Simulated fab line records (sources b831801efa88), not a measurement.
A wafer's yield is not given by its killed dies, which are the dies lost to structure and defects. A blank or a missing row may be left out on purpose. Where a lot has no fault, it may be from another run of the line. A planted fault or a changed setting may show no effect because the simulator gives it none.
8D (eight disciplines) problem report, filled in by code | flow gf180mcu | the parts of the form that need people (team, actions taken, sign-off) are left out

== 1. PROBLEM STATEMENT ==
M1_ALCU_THK at GF_M1_THK_MEAS_06 reads a mean of 410 nm on 3 wafers of 3 lots; wafers without a fault read 446 nm with a standard deviation of 5.8. That is -6.1 standard deviations from the usual mean.
The step: measures by xrf.
Seen first at day 20 03:40 on film_metro-03, wafer L106.1. The record has a number at this step for 32 wafers belonging to 11 lots. The rule behind "out" and "out of limits": a value lying over 4 standard deviations away from the usual mean. Any other wafer with a number is counted as sound.

== 2. WHAT IT IS; WHAT IT IS NOT ==
question                    | is                           | is not
which readings at this step | M1_ALCU_THK                  | -
which lots                  | L106, L107, L108             | L102, L105, L115, L116, L117, L118, L997, L999
which wafers of those lots  | L106.1, L107.1, L108.1       | L106.2, L106.3, L107.2, L107.4, L108.2
read on which gauges        | film_metro-03, film_metro-04 | film_metro-01
when                        | from day 20 03:40            | up to then (14 sound wafers); but 15 sound wafers of L107, L108, L115, L116, L117, L118 came after

== 3. WHAT RULES OUT EACH SUSPECT ==
Counting: a tool at a process step up to the reading stays a suspect if it ran every lot that is out. Sound lots after the first of them don't rule it out here, since some wafers of a struck lot are sound.
- the gauge at GF_M1_THK_MEAS_06: ruled out. The wafers that are out were read on 2 gauges (film_metro-03, film_metro-04).
- pvd_sputter-04 at GF_M1_SPUTTER_04 (material TiN, target thk 50 nm, time 41.7 s): kept. It ran every lot that is out, first L106 (day 20 01:27); its last sound lot up to then is L105 (day 19 13:33).
The count leaves pvd_sputter-04 at GF_M1_SPUTTER_04.

== 4. THE CAUSE (what the simulator had put in) ==
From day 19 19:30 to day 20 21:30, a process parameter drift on pvd_sputter-04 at GF_M1_SPUTTER_04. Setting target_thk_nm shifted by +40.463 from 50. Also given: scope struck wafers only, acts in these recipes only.
Counting left only this tool.

== 5. SEQUENCE OF EFFECTS, ordered by route ==
Each row: a reading where the mean over the struck wafers with a number is more than 3 standard deviations away from the usual. Only readings for which the record gives a usual standard deviation are gone through. hours: the time from each lot's start at the first step in this table that gives one to its start at this step, as a median over the lots. sigmas: the change in usual standard deviations.
hours | step              | reading     | usual  | on struck wafers | change | sigmas
0     | GF_M1_THK_MEAS_06 | M1_ALCU_THK | 446 nm | 410              | -36    | -6.1

== 6. WHAT WOULD HAVE CAUGHT IT SOONER ==
The first out-of-limits reading at a measuring or inspecting step in this record came at day 20 03:40, 8 hours after the fault's start at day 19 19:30.
Tool readings at GF_M1_SPUTTER_04 with a usual standard deviation given in the record: none out on any struck wafer, hence no alarm at a limit of 4 standard deviations on them.
L107, L108, from the lots that are out (3), started GF_M1_SPUTTER_04 on pvd_sputter-04 later than day 20 03:40. A hold on the tool at that time would have spared those 2.
